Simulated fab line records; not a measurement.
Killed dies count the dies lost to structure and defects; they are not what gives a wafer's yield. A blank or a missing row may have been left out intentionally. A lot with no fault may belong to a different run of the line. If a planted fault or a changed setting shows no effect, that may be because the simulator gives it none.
Struck lot and sound lot, side by side | flow sky130 | 15 steps out of a route of 708
Sound: these wafers, L563.2, L563.3, L563.6. Struck: wafer L574.1. (L574.5, L574.6 of the same lot were not struck and are left out.) The cause comes at the end.
Each step with rows lists, per side, the tool, then ch with its chambers, then its first start. Under that, the readings that differ: sound wafers | struck wafers | difference of the means | sigmas: that difference in standard deviations of wafers without a fault.
alike: readings with means less than 2 such deviations apart, plus words and numbers identical on both sides. not compared: withheld readings, readings lacking a value on some wafer, bounds such as >300 that could conceal the same value, and numbers that have no deviation in the record and whose values overlap.
A row with sigmas, a row that says differs or no value, or rows on one side alone: a step with any of these is where the two part. Non-overlapping numbers with no deviation appear without sigmas and do not part them. Lack of a reading on every wafer of one side parts them only where that side has two or more wafers.

SKY_METAL2_STRIP_20: strips in O2/N2.
  sound on plasma asher-01 ch 0,1, day 35 18:01; struck on plasma asher-01 ch 0, day 38 20:37
  alike: drypump motor current A, oes product au, strip time to endpoint s
  not compared: rf hours counter h
then, 4 steps without rows for these wafers: SKY_METAL2_STRIP_21 (strips in post etch residue remover, time 1200 s); SKY_METAL2_CLEAN_22 (cleans in IPA, time 180 s); SKY_METAL2_CLEAN_23 (cleans in O3/DIW); SKY_VIA2_HDPCVD_00 (deposits SiO2, target thk 1180 nm, time 196.7 s).
SKY_VIA2_THK_MEAS_01:
  sound on film metro-02 at day 35 18:45; struck on film metro-04 at day 38 21:20
  alike: VIA2_HDPCVD_THK
SKY_VIA2_CMP_02: polishes SiO2.
  sound on cmp-01 ch 0,1, day 35 18:48; struck on cmp-01 ch 3, day 38 21:27
  alike: motor current A
SKY_VIA2_BOW_MEAS_03:
  sound on film metro-02 at day 35 19:07; struck on film metro-04 at day 38 21:42
  reading       | sound    | struck | difference | sigmas
  VIA2_BOW (um) | 87 90 90 | 74     | -15        | -2
then, 4 steps without rows for these wafers: SKY_VIA2_DEHYDRATE_04 (time 60 s); SKY_VIA2_HMDS_05 (prime time 60 s); SKY_VIA2_COAT_06 (resist thk 60 nm); SKY_VIA2_COAT_07 (resist thk 450 nm).
SKY_VIA2_SOFTBAKE_08: time 90 s.
  sound on litho track-01 ch 0, day 36 08:00; struck on litho track-01 ch 0, day 39 10:00
  reading          | sound                | struck | difference | sigmas
  run length s (s) | 119.20 119.36 119.55 | 124.95 | +5.58      | +29
  alike: chill plate temp C
then, 2 steps without rows for these wafers: SKY_VIA2_EXPOSE_09 (exposes mask VIM2, target cd 200 nm); SKY_PAD_OPEN_PROBE_99.

== WHERE THEY PART ==
Last at SKY_VIA2_SOFTBAKE_08 as far as this record goes, first at SKY_VIA2_BOW_MEAS_03.

WHY: what had been put in by the simulator
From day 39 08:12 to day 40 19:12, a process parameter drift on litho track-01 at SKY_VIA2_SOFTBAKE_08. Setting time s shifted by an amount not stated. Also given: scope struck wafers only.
